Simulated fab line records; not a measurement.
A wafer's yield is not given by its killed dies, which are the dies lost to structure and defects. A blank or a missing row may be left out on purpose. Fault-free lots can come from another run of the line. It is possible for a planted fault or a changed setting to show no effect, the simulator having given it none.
The same fault as seen by 2 desks	flow gf180mcu	what lay behind the numbers comes last; until then each desk has only its own

THE METROLOGY DESK
What the gauges read for every lot (on any tool): the sampled wafers with a number, averaged. If a lot's mean is further than 4 standard deviations from the usual mean, the lot is out of limits and carries the mark OUT (the distance appears in the brackets).
Columns: A = cdNm at GF_HV_LDD_CD_MEAS_19, usual 399.4 nm; B = PSD_TW at GF_PSD_TW_MEAS_11, usual 3160; C = PSD_RS at GF_PSD_RS_MEAS_15, usual 108.45 ohm/sq
lot	first seen here	A	B	C
L424	day 11 16:51	401.1	3166	108.74
L429	day 13 06:34	400.7	3128	109.09
L430	day 13 12:34	399.0	3181	108.12
L432	day 14 06:08	398.0	3136	108.32
L433	day 14 16:51	400.2	3128	108.80
L434	day 15 05:28	396.0	3176	108.28
L437	day 16 00:37	400.2	3121	108.09
L442	day 17 10:07	400.8	2031 (-31) OUT	366.36 (+99 or more) OUT
L443	day 17 13:42	398.2	2079 (-30) OUT	366.02 (+99 or more) OUT
L444	day 18 00:18	401.7	3186	108.10
Finding of this desk: L442, L443 out of limits, first seen on L442 at day 21 14:28 (PSD_TW at GF_PSD_TW_MEAS_11). In limits: L424, L429, L430, L432, L433, L434, L437, L444.

AT THE TOOL OWNER'S DESK: implanter-02
The tool's own readings at GF_PSD_IMPLANT_09, given as means over the sampled wafers that have a number, one for each lot that went through this tool. If a lot's mean is further than 4 standard deviations from the usual mean, the lot is out of limits and carries the mark OUT (the distance appears in the brackets).
Columns: A = beamEnergyKeV at GF_PSD_IMPLANT_09, usual 39.998; B = beamOnS at GF_PSD_IMPLANT_09, usual 10.01 s; C = doseIonsCm2 at GF_PSD_IMPLANT_09, usual 1.5002e+15; D = endStationPressureTorr at GF_PSD_IMPLANT_09, usual 1.17e-05 Torr; E = faradayCurrentUA at GF_PSD_IMPLANT_09, usual 8243
lot	first seen here	A	B	C	D	E
L430	day 17 07:54	39.998	10.02	1.4995e+15	1.14e-05	8234
L437	day 20 01:58	39.996	9.98	1.4999e+15	1.15e-05	8304
L442	day 21 14:14	40.011	9.77	2.8680e+14 (-99 or more) OUT	6.20e-06 (-9.8) OUT	1641 (-37) OUT
L443	day 21 17:37	39.998	9.87	2.8707e+14 (-99 or more) OUT	6.67e-06 (-9.0) OUT	1625 (-37) OUT
This desk's verdict: out of limits on L442, L443, starting with L442 at day 21 14:14 (doseIonsCm2 at GF_PSD_IMPLANT_09). In limits: L430, L437.

ALL TOGETHER
The tool owner's desk could have raised an alarm at day 21 14:14, on L442, L443.
At day 21 14:28 the metrology desk could have sounded an alarm, on L442, L443.
Every lot named ran GF_PSD_IMPLANT_09 on implanter-02.

WHAT THE SIMULATOR PUT IN
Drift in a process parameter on implanter-02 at GF_PSD_IMPLANT_09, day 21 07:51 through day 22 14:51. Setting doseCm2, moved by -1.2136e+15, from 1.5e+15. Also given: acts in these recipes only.
Struck lots among those shown: L442, L443.
Delay (hours) between the fault's onset and each desk's first out-of-limits reading: 6 at the tool owner's desk, 7 at the metrology desk.
